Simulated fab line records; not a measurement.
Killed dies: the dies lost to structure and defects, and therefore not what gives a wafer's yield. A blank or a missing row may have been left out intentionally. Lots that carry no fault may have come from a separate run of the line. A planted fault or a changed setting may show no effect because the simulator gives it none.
Which tool was responsible?    flow gf180mcu    24 lots, 72 wafers sampled, at 2 steps of a route of 602

== WHAT THE GAUGES READ, wafer by wafer ==
GF_V4_THK_MEAS_01. Usual: for V4_CVD_00_THK the level is 600 nm and the standard deviation is 6.2.
lot   measured      on             V4_CVD_00_THK (nm)  flag
L074  day 23 10:03  film-metro-01  587 595 593         
L075  day 23 18:40  film-metro-01  608 605 596         
L076  day 24 02:20  film-metro-01  598 601 615         
L077  day 24 11:14  film-metro-01  599 605 599         
L078  day 25 04:41  film-metro-02  600 607 600         
L079  day 25 11:38  film-metro-02  597 601 603         
L080  day 25 17:56  film-metro-04  586 603 592         
L081  day 26 01:39  film-metro-01  604 592 604         
L082  day 26 07:22  film-metro-04  594 601 595         
L083  day 26 23:10  film-metro-04  608 606 606         
L084  day 27 07:27  film-metro-01  605 600 606         
L085  day 27 13:19  film-metro-01  597 607 605         
L086  day 27 20:32  film-metro-04  605 599 603         
L087  day 27 23:21  film-metro-02  600 596 602         
L088  day 28 00:14  film-metro-01  595 599 595         
L089  day 28 12:42  film-metro-01  589 606 595         
L090  day 28 16:49  film-metro-02  594 600 607         
L091  day 29 02:41  film-metro-04  604 607 600         
L092  day 29 06:40  film-metro-01  597 599 593         
L093  day 29 10:44  film-metro-01  593 601 601         
L094  day 29 16:52  film-metro-04  603 599 602         
L095  day 30 01:41  film-metro-02  613 609 604         
L096  day 30 05:12  film-metro-04  603 598 605         
L097  day 30 15:53  film-metro-04  596 598 607         

== WHAT TOOL EACH LOT RAN ON (gives the tool, then ch and the chambers of the sampled wafers, and finally the start) ==
lot   GF_M3_SPUTTER_01
L074  pvd-sputter-02, day 20 07:19
L075  pvd-sputter-02, day 20 15:20
L076  pvd-sputter-03, day 20 22:35
L077  pvd-sputter-02, day 21 11:08
L078  pvd-sputter-02, day 22 06:03
L079  pvd-sputter-04, day 22 12:29
L080  pvd-sputter-03, day 22 19:16
L081  pvd-sputter-02, day 23 02:28
L082  pvd-sputter-04, day 23 11:08
L083  pvd-sputter-04, day 24 02:34
L084  pvd-sputter-03, day 24 11:29
L085  pvd-sputter-04, day 24 18:37
L086  pvd-sputter-02, day 25 03:02
L087  pvd-sputter-04, day 25 06:07
L088  pvd-sputter-03, day 25 06:47
L089  pvd-sputter-04, day 25 20:23
L090  pvd-sputter-02, day 26 00:11
L091  pvd-sputter-02, day 26 09:52
L092  pvd-sputter-04, day 26 15:20
L093  pvd-sputter-03, day 26 20:11
L094  pvd-sputter-03, day 27 02:14
L095  pvd-sputter-03, day 27 11:55
L096  pvd-sputter-03, day 27 16:02
L097  pvd-sputter-02, day 28 02:47
- GF_M3_SPUTTER_01: material TiN, target thk 30 nm, time 25 s.

== WHAT THE TOOLS THEMSELVES READ (means of the sampled wafers that have a number; where no wafer has one, the mark that the record gives instead) ==
GF_M3_SPUTTER_01. Usual: 30.1 % for throttle-valve-pct, sd 0.8.
lot   tool            throttle-valve-pct (%)  flag
L074  pvd-sputter-02  29.9                    
L075  pvd-sputter-02  29.8                    
L076  pvd-sputter-03  29.7                    
L077  pvd-sputter-02  29.8                    
L078  pvd-sputter-02  29.5                    
L079  pvd-sputter-04  31.7                    
L080  pvd-sputter-03  30.0                    
L081  pvd-sputter-02  29.5                    
L082  pvd-sputter-04  31.2                    
L083  pvd-sputter-04  31.6                    
L084  pvd-sputter-03  30.0                    
L085  pvd-sputter-04  31.2                    
L086  pvd-sputter-02  29.4                    
L087  pvd-sputter-04  31.4                    
L088  pvd-sputter-03  29.3                    
L089  pvd-sputter-04  31.1                    
L090  pvd-sputter-02  29.9                    
L091  pvd-sputter-02  29.7                    
L092  pvd-sputter-04  30.9                    
L093  pvd-sputter-03  29.6                    
L094  pvd-sputter-03  29.6                    
L095  pvd-sputter-03  29.7                    
L096  pvd-sputter-03  29.3                    
L097  pvd-sputter-02  29.5                    

== THE ANSWER, worked out from the rows above alone ==
Rule: lot off if the mean of its wafers having a number is beyond 3 standard deviations from the usual mean. Also off: a lot with no number at a reading for which 4 or more lots have one. The other lots that the step has rows for count as sound. After the gauges, taken in route order, come the tools' own readings; for these a lot's mean is taken, as printed above. The first step at which some lot is off is used, and at that step the reading that is off furthest; a lot without a number counts as furthest.
No lot is off at any reading shown: from this, nothing can be told.

== WHAT THE SIMULATOR HAD PUT IN ==
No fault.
